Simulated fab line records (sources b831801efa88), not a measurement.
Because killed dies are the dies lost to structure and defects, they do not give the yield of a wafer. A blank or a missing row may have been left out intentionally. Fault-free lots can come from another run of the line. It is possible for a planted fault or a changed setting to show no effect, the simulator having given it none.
A lot that was struck, set against a sound lot :: flow sky130 :: 15 steps out of a route of 708
Sound: the wafers L891.3, L891.5, L891.6. Struck: wafers L893.2, L893.3, L893.5. Last of all comes the cause.
Order at every step that has rows: each side's tool, ch and its chambers, its first start. Under that, the readings that differ: sound wafers :: struck wafers :: difference of the means :: sigmas: that difference in standard deviations of wafers without a fault.
alike: same words and numbers on both sides, and readings whose means sit less than 2 such deviations apart. not compared: any withheld reading, any reading some wafer has no value for, any bound like >300 that may hide the same value, and any number with overlapping values for which the record gives no deviation.
A row with sigmas, a row that says differs or no value, or rows on one side alone: a step with any of these is where the two part. When numbers do not overlap yet have no deviation, they are printed without sigmas and do not part them. A reading that every wafer of one side lacks parts them only if that side has two wafers or more.

SKY_FIELD_ISO_ETCH_17: etches Si in HBr/Cl2/O2, target depth 342 nm, time 97.7 s.
  sound on rie si-01 ch 0,3, day 3 09:29; struck on rie si-01 ch 0,1,2, day 3 19:23
  alike: HBr_flow_sccm, O2_flow_sccm, drypump motor current A, oes product au, rf fwd power W, throttle valve pct
  not compared: rf hours counter h
then, 5 steps without rows for these wafers: SKY_FIELD_ISO_WET_ETCH_18 (etches Si3N4 in H3PO4, target depth 25 nm, time 286 s); SKY_FIELD_ISO_CLEAN_19 (cleans in SC1/SC2, time 150 s); SKY_FIELD_ISO_CLEAN_20 (cleans in dHF, time 20 s); SKY_FIELD_ISO_WET_ETCH_21 (etches SiO2 in dHF, target depth 20 nm, time 400 s); SKY_FIELD_ISO_OXIDATION_22 (stabilise 600 s, purge 300 s, target thk 10 nm).
SKY_FIELD_ISO_THK_MEAS_23:
  sound on film metro-03, day 3 11:02; struck on film metro-02, day 3 20:56
reading: FIELD_ISO_OXIDATION_01_THK (nm)
sound: 9.92 9.71 10.00
struck: 10.26 10.28 10.58
difference: +0.50
sigmas: +3
then, 1 step without rows for these wafers: SKY_FIELD_ISO_CVD_24 (deposits SiO2, target thk 595 nm, time 99.2 s).
SKY_FIELD_ISO_THK_MEAS_25:
  sound on film metro-01, day 3 11:10; struck on film metro-01, day 3 21:04
  alike: FIELD_ISO_CVD_24_THK
then, 1 step without rows for these wafers: SKY_FIELD_ISO_ANNEAL_26 (time 1800 s).
SKY_FIELD_ISO_CMP_27: polishes, stops on Si3N4, t overpolish 16 s, target thk 457.8 nm.
  sound on cmp-01 ch 0,1,3, day 3 12:48; struck on cmp-02 ch 0,3, day 3 22:37
  alike: motor current A, overpolish run s, platen rpm, time to endpoint s
then, 1 step without rows for these wafers: SKY_FIELD_ISO_WET_ETCH_28 (etches SiO2 in dHF, target depth 23.7 nm, time 47 s).
SKY_FIELD_ISO_WET_ETCH_29: etches Si3N4 in H3PO4, target depth 160 nm, time 1825 s.
  sound on wet bench-03 ch 2, day 3 13:01; struck on wet bench-03 ch 1, day 3 22:56
  no value came back on the struck wafers for bath guard temp C (C), bath heat duty pct (%); on the sound wafers bath guard temp C (C) reads 159.6 159.7 159.3
reading: model.Si3N4_of_FIELD_ISO_CVD_03.thk nm (nm)
sound: 0 0 0
struck: 120.9 118.8 121
difference: +120.2
sigmas: 
then, 1 step without rows for these wafers: SKY_FIELD_ISO_WET_ETCH_30 (etches SiO2 in dHF, target depth 25 nm, time 50 s).
-- record jumps: 44 days separate the struck wafers' starts on either side; left off in module FIELD_ISO, taken up again in module PAD_OPEN, whose first shown step is the route's number 708 --
SKY_PAD_OPEN_PROBE_99:
  the record has rows for the struck wafers here (prober-01, day 47 18:20) and none for the sound ones

## WHERE THEY PART
At SKY_FIELD_ISO_THK_MEAS_23 first; at SKY_PAD_OPEN_PROBE_99 last (within this record only).

WHY: whatever the simulator had introduced
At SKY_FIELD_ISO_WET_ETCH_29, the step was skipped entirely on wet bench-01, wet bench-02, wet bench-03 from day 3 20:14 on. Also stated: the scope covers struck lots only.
